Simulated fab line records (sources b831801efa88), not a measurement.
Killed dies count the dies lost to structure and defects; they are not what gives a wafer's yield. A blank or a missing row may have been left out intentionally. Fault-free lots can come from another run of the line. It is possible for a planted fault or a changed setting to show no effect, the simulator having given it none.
Tool commonality check / flow sky130 / Sampled: 13 lots, 39 wafers

THE REASON FOR OPENING IT
3 of 13 lots carry a flag on the reading LDD_HVN_OVL at SKY_LDD_HVN_OVL_MEAS_07. No-fault wafers: -1.1 nm, standard deviation 1.5.
Rule: a lot is flagged in two cases, either no wafer of it has a number, or all its wafers with numbers fall more than 4 standard deviations from that mean. All remaining lots are regarded as sound.

lot=L429; measured=day 21 17:48; on=overlay-02; LDD_HVN_OVL (nm), wafer by wafer=-1.0 -0.3 1.3; flag=
lot=L432; measured=day 21 20:29; on=overlay-02; LDD_HVN_OVL (nm), wafer by wafer=0.7 1.1 -1.1; flag=
lot=L431; measured=day 21 21:36; on=overlay-01; LDD_HVN_OVL (nm), wafer by wafer=-1.4 -1.2 -2.9; flag=
lot=L434; measured=day 21 21:53; on=overlay-02; LDD_HVN_OVL (nm), wafer by wafer=-87.1 -85.4 -88.2; flag=FLAGGED
lot=L433; measured=day 21 22:12; on=overlay-01; LDD_HVN_OVL (nm), wafer by wafer=-88.3 -88.5 -85.4; flag=FLAGGED
lot=L437; measured=day 23 09:24; on=overlay-01; LDD_HVN_OVL (nm), wafer by wafer=-87.4 -87.0 -85.9; flag=FLAGGED
lot=L439; measured=day 24 05:57; on=overlay-02; LDD_HVN_OVL (nm), wafer by wafer=-2.1 -1.1 -1.3; flag=
lot=L442; measured=day 24 22:38; on=overlay-01; LDD_HVN_OVL (nm), wafer by wafer=-1.2 -1.5 0.1; flag=
lot=L445; measured=day 26 10:33; on=overlay-01; LDD_HVN_OVL (nm), wafer by wafer=-2.8 -0.6 -1.7; flag=
lot=L446; measured=day 26 11:32; on=overlay-01; LDD_HVN_OVL (nm), wafer by wafer=-1.7 -1.2 -2.3; flag=
lot=L447; measured=day 27 02:56; on=overlay-02; LDD_HVN_OVL (nm), wafer by wafer=-3.8 -2.8 -2.8; flag=
lot=L448; measured=day 27 03:35; on=overlay-01; LDD_HVN_OVL (nm), wafer by wafer=-1.6 -1.7 -2.6; flag=
lot=L450; measured=day 27 20:56; on=overlay-01; LDD_HVN_OVL (nm), wafer by wafer=-0.4 -0.4 -3.4; flag=
On average the flagged lots' numbers are -87.0 nm, which is -85.9 nm against the usual, or -57 standard deviations.

TOOL THAT RAN EACH LOT
2 process steps preceding the reading are held in the record, out of 708 steps in the route. Cell contents, in order: the tool; ch with the chambers the sampled wafers went through; the start.
lot=L429; flag=; SKY_LDD_P_STRIP_10=plasma asher-02 ch 0,1, day 20 11:57; SKY_LDD_HVN_EXPOSE_04=iline stepper-01 ch 0, day 21 02:46
lot=L432; flag=; SKY_LDD_P_STRIP_10=plasma asher-02 ch 0,1, day 20 13:40; SKY_LDD_HVN_EXPOSE_04=iline stepper-01 ch 0, day 21 05:34
lot=L431; flag=; SKY_LDD_P_STRIP_10=plasma asher-01 ch 0,1, day 20 15:03; SKY_LDD_HVN_EXPOSE_04=iline stepper-02 ch 0, day 21 06:47
lot=L434; flag=FLAGGED; SKY_LDD_P_STRIP_10=plasma asher-03 ch 0,1, day 20 15:04; SKY_LDD_HVN_EXPOSE_04=iline stepper-01 ch 0, day 21 07:01
lot=L433; flag=FLAGGED; SKY_LDD_P_STRIP_10=plasma asher-01 ch 0,1, day 20 16:18; SKY_LDD_HVN_EXPOSE_04=iline stepper-01 ch 0, day 21 07:34
lot=L437; flag=FLAGGED; SKY_LDD_P_STRIP_10=plasma asher-02 ch 0,1, day 22 04:00; SKY_LDD_HVN_EXPOSE_04=iline stepper-01 ch 0, day 22 19:28
lot=L439; flag=; SKY_LDD_P_STRIP_10=plasma asher-02 ch 1, day 22 23:39; SKY_LDD_HVN_EXPOSE_04=iline stepper-02 ch 0, day 23 14:45
lot=L442; flag=; SKY_LDD_P_STRIP_10=plasma asher-03 ch 0,1, day 23 17:51; SKY_LDD_HVN_EXPOSE_04=iline stepper-02 ch 0, day 24 08:31
lot=L445; flag=; SKY_LDD_P_STRIP_10=plasma asher-03 ch 0,1, day 25 04:42; SKY_LDD_HVN_EXPOSE_04=iline stepper-02 ch 0, day 25 19:11
lot=L446; flag=; SKY_LDD_P_STRIP_10=plasma asher-02 ch 0,1, day 25 06:15; SKY_LDD_HVN_EXPOSE_04=iline stepper-02 ch 0, day 25 20:23
lot=L447; flag=; SKY_LDD_P_STRIP_10=plasma asher-01 ch 0,1, day 25 21:18; SKY_LDD_HVN_EXPOSE_04=iline stepper-02 ch 0, day 26 13:05
lot=L448; flag=; SKY_LDD_P_STRIP_10=plasma asher-03 ch 0,1, day 25 22:26; SKY_LDD_HVN_EXPOSE_04=iline stepper-02 ch 0, day 26 13:46
lot=L450; flag=; SKY_LDD_P_STRIP_10=plasma asher-02 ch 0,1, day 26 16:46; SKY_LDD_HVN_EXPOSE_04=iline stepper-02 ch 0, day 27 06:19
What these steps do:
- SKY_LDD_P_STRIP_10: strips in O2/N2.
- SKY_LDD_HVN_EXPOSE_04: exposes mask HVNTM, target cd 700 nm.
- SKY_LDD_HVN_OVL_MEAS_07

FLAGGED AGAINST TOTAL, ONE TOOL AT A TIME (gauges that did the reading follow at the end)
step=SKY_LDD_P_STRIP_10; tool=plasma asher-01; lots run=3; flagged=1; share of the flagged lots=some; sound lots run after its first flagged lot=1 (L447)
step=SKY_LDD_P_STRIP_10; tool=plasma asher-02; lots run=6; flagged=1; share of the flagged lots=some; sound lots run after its first flagged lot=3 (L439,L446,L450)
step=SKY_LDD_P_STRIP_10; tool=plasma asher-03; lots run=4; flagged=1; share of the flagged lots=some; sound lots run after its first flagged lot=3 (L442,L445,L448)
step=SKY_LDD_HVN_EXPOSE_04; tool=iline stepper-01; lots run=5; flagged=3; share of the flagged lots=all; sound lots run after its first flagged lot=0
step=SKY_LDD_HVN_EXPOSE_04; tool=iline stepper-02; lots run=8; flagged=0; share of the flagged lots=none; sound lots run after its first flagged lot=-
step=SKY_LDD_HVN_OVL_MEAS_07; tool=overlay-01; lots run=8; flagged=2; share of the flagged lots=some; sound lots run after its first flagged lot=5 (L442,L445,L446,L448,L450)
step=SKY_LDD_HVN_OVL_MEAS_07; tool=overlay-02; lots run=5; flagged=1; share of the flagged lots=some; sound lots run after its first flagged lot=2 (L439,L447)

THE TABLE: WHAT IT ALLOWS
1 row of the table ran every flagged lot: iline stepper-01 at SKY_LDD_HVN_EXPOSE_04.
- iline stepper-01 at SKY_LDD_HVN_EXPOSE_04 ran 5 lots, 3 of them flagged. It ran its last sound lot, L432, at day 21 05:34 and its first flagged lot, L434, at day 21 07:01: a fault with its onset between the two fits.
Left over: one tool, iline stepper-01 at SKY_LDD_HVN_EXPOSE_04.

WHAT HAD BEEN PUT IN BY THE SIMULATOR
Scanner matching overlay: iline stepper-01, from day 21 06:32 on, at SKY_LDD_HVN_EXPOSE_04. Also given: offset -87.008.
Shown lots that were struck: L434, L433, L437. The rule above found the same.
